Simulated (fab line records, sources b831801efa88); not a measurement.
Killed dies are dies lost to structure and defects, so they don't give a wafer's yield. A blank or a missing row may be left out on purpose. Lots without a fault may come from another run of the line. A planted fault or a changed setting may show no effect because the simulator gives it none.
Which tool did it? | flow sky130 | 13 lots, 39 wafers sampled, at 2 steps of a route of 708

WHAT THE GAUGES READ, wafer by wafer
SKY_RES_XHIGH_TW_MEAS_09. Usual: RES_XHIGH_TW 1642, standard deviation 12.
lot  | measured     | on            | RES_XHIGH_TW   | flag
L217 | day 26 19:03 | film_metro-03 | 1632 1631 1630 |
L219 | day 27 13:44 | film_metro-01 | 1654 1664 1653 |
L220 | day 28 01:03 | film_metro-01 | 1655 1657 1659 |
L222 | day 28 01:32 | film_metro-01 | 1647 1661 1651 |
L224 | day 28 22:02 | film_metro-01 | 1648 1655 1656 |
L225 | day 29 10:08 | film_metro-02 | 1653 1651 1658 |
L226 | day 29 17:03 | film_metro-02 | 1642 1649 1656 |
L231 | day 31 13:11 | film_metro-03 | 1621 1629 1624 |
L232 | day 31 19:05 | film_metro-01 | 1656 1652 1644 |
L233 | day 31 22:38 | film_metro-03 | 1628 1631 1624 |
L234 | day 32 14:42 | film_metro-02 | 1637 1648 1639 |
L235 | day 32 19:30 | film_metro-03 | 1625 1629 1628 |
L236 | day 33 03:23 | film_metro-01 | 1640 1646 1638 |

SKY_SD_N_TW_MEAS_12. Usual: SD_N_TW 3995, standard deviation 41.
lot  | measured     | on            | SD_N_TW        | flag
L217 | day 27 23:50 | film_metro-03 | 3961 3974 3980 |
L219 | day 28 18:44 | film_metro-03 | 3972 3981 3973 |
L220 | day 29 05:41 | film_metro-01 | 3984 4002 4003 |
L222 | day 29 06:20 | film_metro-01 | 4036 4024 4020 |
L224 | day 30 02:33 | film_metro-03 | 3951 3906 3916 |
L225 | day 30 14:28 | film_metro-03 | 3946 3941 3925 |
L226 | day 30 20:51 | film_metro-01 | 4009 4029 4036 |
L231 | day 32 16:57 | film_metro-03 | 3946 3985 3982 |
L232 | day 32 22:00 | film_metro-02 | 4021 4011 4001 |
L233 | day 33 01:36 | film_metro-03 | 4042 4054 4040 |
L234 | day 33 17:06 | film_metro-02 | 4013 4005 4009 |
L235 | day 33 21:48 | film_metro-03 | 4046 4049 4036 |
L236 | day 34 05:32 | film_metro-01 | 3974 3991 3964 |

WHICH TOOL RAN EACH LOT (tool, then ch and the chambers of the sampled wafers, then the start)
The record holds no process step before these readings.

WHAT THE TOOLS THEMSELVES READ (means of the sampled wafers that have a number; where no wafer has one, the mark that the record gives instead)
The record holds no such reading with a usual standard deviation.

THE ANSWER, worked out from the rows above alone
Rule: a lot is off if the mean of its wafers that have a number lies more than 3 standard deviations from the usual mean. A lot without any number at a reading at which 4 lots or more have one is off too. The other lots that the step has rows for count as sound. The gauges are gone through in route order, then the tools' own readings, and for those a lot's mean is taken as printed above. The first step at which some lot is off is used, and at that step the reading that is off furthest; a lot without a number counts as furthest.
No lot is off at any reading shown: from this, nothing can be told.

WHAT THE SIMULATOR HAD PUT IN
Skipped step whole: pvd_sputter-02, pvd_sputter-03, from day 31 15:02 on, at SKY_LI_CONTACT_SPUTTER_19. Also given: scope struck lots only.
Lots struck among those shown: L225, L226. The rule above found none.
